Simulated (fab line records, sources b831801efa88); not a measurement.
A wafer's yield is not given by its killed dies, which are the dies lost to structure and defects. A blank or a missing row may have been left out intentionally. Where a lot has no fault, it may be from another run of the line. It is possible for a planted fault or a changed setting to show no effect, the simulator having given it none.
What tool caused it?	flow gf180mcu	14 lots, 42 wafers sampled, at 1 step of a route of 602

WHAT THE GAUGES READ, wafer by wafer
GF_MVSD_TW_MEAS_11. Usual: MVSD_TW typically reads 1582, with standard deviation 7.8.
lot	measured	on	MVSD_TW	flag
L932	day 4 13:05	filmMetro-03	1588 1592 1587	
L933	day 4 17:49	filmMetro-01	1582 1587 1593	
L934	day 4 23:35	filmMetro-01	1586 1588 1585	
L937	day 5 16:11	filmMetro-01	1600 1602 1593	
L938	day 5 20:10	filmMetro-04	1576 1578 1579	
L939	day 6 02:56	filmMetro-04	1587 1583 1588	
L942	day 6 19:04	filmMetro-04	1584 1579 1584	
L945	day 7 12:54	filmMetro-01	1579 1577 1567	
L948	day 8 05:36	filmMetro-01	1581 1584 1591	
L949	day 8 11:40	filmMetro-04	1584 1577 1580	
L950	day 8 18:05	filmMetro-04	1573 1570 1570	
L951	day 9 00:17	filmMetro-04	1572 1575 1568	
L952	day 9 05:20	filmMetro-01	1578 1571 1577	
L954	day 9 17:49	filmMetro-01	1578 1579 1581	

EACH LOT AND THE TOOL THAT RAN IT (in order: tool; ch and the chambers of the sampled wafers; start)
Before these readings, the record contains no process step.

AS READ BY THE TOOLS THEMSELVES (means over the sampled wafers that have a number; for cases with no such wafer, the mark the record gives instead)
The record holds no such reading with a usual standard deviation.

THE ANSWER, worked out from the rows above alone
Rule: lot off if the mean of its wafers having a number is beyond 3 standard deviations from the usual mean. Also off: a lot with no number at a reading for which 4 or more lots have one. All remaining lots with rows at the step are treated as sound. After the gauges, taken in route order, come the tools' own readings; for these a lot's mean is taken, as printed above. At the first step where some lot is off, the reading lying furthest off is the one used; lots without a number count as furthest.
None of the lots is off at any reading shown; this tells nothing.

WHAT HAD BEEN PUT IN BY THE SIMULATOR
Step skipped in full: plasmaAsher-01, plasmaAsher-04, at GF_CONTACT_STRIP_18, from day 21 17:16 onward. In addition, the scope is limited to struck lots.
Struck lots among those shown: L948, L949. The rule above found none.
